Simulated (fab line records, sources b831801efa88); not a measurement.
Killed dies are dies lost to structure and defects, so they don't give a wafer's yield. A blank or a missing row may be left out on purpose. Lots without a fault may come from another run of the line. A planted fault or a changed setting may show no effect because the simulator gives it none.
A struck lot beside a sound one | flow gf180mcu | 17 steps out of a route of 602
Sound: wafers L643.1, L643.5, L643.6. Struck: wafers L655.1, L655.3, L655.4. The cause comes at the end.
At each step with rows: each side's tool, then ch and its chambers, then its first start. Under that, the readings that differ: sound wafers | struck wafers | difference of the means | sigmas: that difference in standard deviations of wafers without a fault.
alike: readings whose means differ by less than 2 such deviations, and words and numbers that are the same on both sides. not compared: withheld readings, readings that some wafer has no value for, bounds like >300 that may hide the same value, and numbers for which the record gives no deviation and whose values overlap.
The two part at a step that has a row with sigmas, a row that says differs or no value, or rows on one side only. Numbers that don't overlap but have no deviation are shown without sigmas and don't part them. A reading that every wafer of one side lacks parts them only if that side has two wafers or more.

first, 4 steps without rows for these wafers: GF_M1_SOFTBAKE_10 (time 60 s); GF_M1_EXPOSE_11 (exposes mask Metal1, target cd 230 nm); GF_M1_PEB_12 (peb time 90 s); GF_M1_DEVELOP_13 (develop time 60 s).
GF_M1_CD_MEAS_14: target cd 230 nm.
  sound on cd_sem-02, day 20 17:24; struck on cd_sem-02, day 24 05:57
  alike: cd_nm
GF_M1_OVL_MEAS_15:
  sound on overlay-01, day 20 17:31; struck on overlay-02, day 24 06:04
  alike: M1_OVL
GF_M1_METAL_ETCH_16: etches the open film in Cl2/BCl3, stops on SiO2, target depth 627.5 nm, time 108 s.
  sound on rie_metal-02 ch 1, day 20 17:34; struck on rie_metal-02 ch 0,1, day 24 06:07
  alike: drypump_motor_current_A, oes_product_au, throttle_valve_pct
  not compared: rf_hours_counter_h
GF_M1_STRIP_17: strips in O2/N2.
  sound on plasma_asher-01 ch 0,1, day 20 17:47; struck on plasma_asher-04 ch 0,1, day 24 06:13
  alike: drypump_motor_current_A, heater_power_w, oes_product_au, strip_time_to_endpoint_s
  not compared: rf_hours_counter_h
then, 3 steps without rows for these wafers: GF_M1_STRIP_18 (strips in post etch residue remover, time 1200 s); GF_M1_CLEAN_19 (cleans in DIW); GF_V1_CVD_00 (deposits SiO2, target thk 600 nm, time 100 s).
GF_V1_THK_MEAS_01:
  sound on film_metro-04, day 20 18:26; struck on film_metro-01, day 24 06:50
  alike: V1_CVD_00_THK
GF_V1_CVD_02: deposits SiO2 from TEOS, target thk 850 nm, time 94.851 s.
  sound on pecvd-02 ch 0,1, day 20 18:29; struck on pecvd-03 ch 0,2, day 24 06:54
  reading                             | sound             | struck            | difference | sigmas
  rf_fwd_power_W (W)                  | 594.0 597.2 593.5 | 835.4 834.3 835.8 | +240.3     | +99 or more
  model.SiO2_of_V1_CVD_02.thk_nm (nm) | 853 855.1 853.6   | 936 930.8 951.4   | +86        |
  alike: heater_power_w
GF_V1_THK_MEAS_03:
  sound on film_metro-03, day 20 18:34; struck on film_metro-03, day 24 07:12
  reading            | sound       | struck      | difference | sigmas
  V1_CVD_02_THK (nm) | 853 856 854 | 936 931 951 | +85        | +9
  not compared: hold
GF_V1_CMP_04: polishes SiO2.
  sound on cmp-02 ch 0,2,3, day 20 18:55; struck on cmp-02 ch 1,2,3, day 24 11:05
  reading                | sound    | struck                                                                     | difference                   | sigmas
  hold                   | - - -    | await_dispo/3.8h/release await_dispo/3.8h/release await_dispo/3.8h/release | no value on the sound wafers |
  time_to_endpoint_s (s) | 79 81 77 | 111 119 121                                                                | +38                          | +7
  alike: motor_current_A, slurry_filter_dp_kPa
GF_V1_BOW_MEAS_05:
  sound on film_metro-04, day 20 19:07; struck on film_metro-03, day 24 11:31
  alike: V1_BOW
-- the record jumps here: 10 days lie between the struck wafers' starts before and after (it left off in module V1 and takes up again in module PASSIVATION, whose first step shown is number 602 of the route) --
GF_PASSIVATION_PROBE_99:
  the record has rows for the struck wafers here (prober-02, day 34 09:49) and none for the sound ones

WHERE THEY PART
First at GF_V1_CVD_02; last, within this record, at GF_PASSIVATION_PROBE_99.

WHY: what the simulator had put in
Process parameter drift: pecvd-03, from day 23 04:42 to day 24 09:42, at GF_V1_CVD_02. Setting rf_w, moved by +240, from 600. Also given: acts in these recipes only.
